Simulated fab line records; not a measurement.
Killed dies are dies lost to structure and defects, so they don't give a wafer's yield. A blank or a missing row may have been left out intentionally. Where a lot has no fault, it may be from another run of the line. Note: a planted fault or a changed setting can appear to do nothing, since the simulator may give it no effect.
Struck lot and sound lot, side by side -- flow sky130 -- 16 steps out of a route of 708
Sound: the wafers L626.1, L626.5, L626.6. Struck: wafers L635.5, L635.6. (L635.2 of the same lot was not struck and is left out.) The cause comes at the end.
At each step with rows: each side's tool, then ch and its chambers, then its first start. Under that, the readings that differ: sound wafers -- struck wafers -- difference of the means -- sigmas: that difference in standard deviations of wafers without a fault.
alike: a reading whose means differ by less than 2 such deviations, as well as words and numbers matching on both sides. not compared: withheld readings; readings where some wafer has no value; bounds like >300 that might hide an equal value; numbers whose values overlap and for which the record gives no deviation.
A row with sigmas, a row that says differs or no value, or rows on one side alone: a step with any of these is where the two part. When numbers do not overlap yet have no deviation, they are printed without sigmas and do not part them. A reading that every wafer of one side lacks parts them only if that side has two wafers or more.

first, 9 steps without rows for these wafers: SKY_CAP2M_CLEAN_17 (cleans in O3/DIW); SKY_METAL4_DEHYDRATE_05 (time 60 s); SKY_METAL4_HMDS_06 (prime time 60 s); SKY_METAL4_COAT_07 (resist thk 60 nm); SKY_METAL4_COAT_08 (resist thk 1140 nm); SKY_METAL4_SOFTBAKE_09 (time 90 s); SKY_METAL4_EXPOSE_10 (exposes mask MM4, target cd 300 nm); SKY_METAL4_PEB_11; SKY_METAL4_DEVELOP_12 (develop time 60 s).
SKY_METAL4_CD_MEAS_13: target cd 300 nm.
  sound: cd sem-02 at day 44 21:19; struck: cd sem-02 at day 47 04:05
  alike: cd nm
SKY_METAL4_OVL_MEAS_14:
  sound: overlay-02 at day 44 21:26; struck: overlay-01 at day 47 04:12
  alike: METAL4_OVL
SKY_METAL4_DESCUM_15: chemistry O2, time 8 s.
  sound on rie metal-04 ch 0, day 44 21:29; struck on rie metal-04 ch 0,1, day 47 04:14
  alike: chamber pressure mTorr, drypump motor current A, oes product au
  not compared: rf hours counter h
SKY_METAL4_ETCH_16: etches BARC in N2/H2, stops on SiO2, time 88.2 s, target depth 60 nm.
  sound on rie metal-04 ch 0, day 44 21:32; struck on rie metal-04 ch 0,1, day 47 04:16
reading,sound,struck,difference,sigmas
model.KrF-thick_of_METAL4_COAT_08.thk nm (nm),1075 1077 1078,1081 1087,+7,
model.METAL4.cd nm (nm),297.6 299.8 297.5,302.1 302.8,+4.2,
  alike: chamber pressure mTorr, drypump motor current A, h2 flow sccm, oes product au, throttle valve pct
  not compared: rf hours counter h
SKY_METAL4_ETCH_17: etches SiO2 in C4F8/O2/Ar, stops on TiN, time 3.9 s, target depth 15 nm.
  sound on rie diel-04 ch 1,2, day 44 21:44; struck on rie diel-04 ch 0,3, day 47 04:22
reading,sound,struck,difference,sigmas
oes product au (a.u.),0.765 0.765 0.775,0.766 0.741,-0.015,-2
model.METAL4.cd nm (nm),297.6 299.8 297.5,302 302.7,+4,
  alike: chamber pressure mTorr
  not compared: rf hours counter h
SKY_METAL4_METAL_ETCH_18: etches the open film in Cl2/BCl3, stops on SiO2, target depth 845 nm, time 183.1 s.
  sound on rie metal-02 ch 0,1, day 44 21:46; struck on rie metal-02 ch 0,1, day 47 04:23
  alike: bcl3 flow sccm, chamber pressure mTorr, drypump motor current A, oes product au, throttle valve pct
  not compared: rf hours counter h
following that, these wafers have no rows for 1 step: SKY_PAD_OPEN_PROBE_99.

## WHERE THEY PART
Only at SKY_METAL4_ETCH_17, within this record. Later steps at which nothing parts them and some readings are alike: SKY_METAL4_METAL_ETCH_18.

WHY: the cause the simulator had injected
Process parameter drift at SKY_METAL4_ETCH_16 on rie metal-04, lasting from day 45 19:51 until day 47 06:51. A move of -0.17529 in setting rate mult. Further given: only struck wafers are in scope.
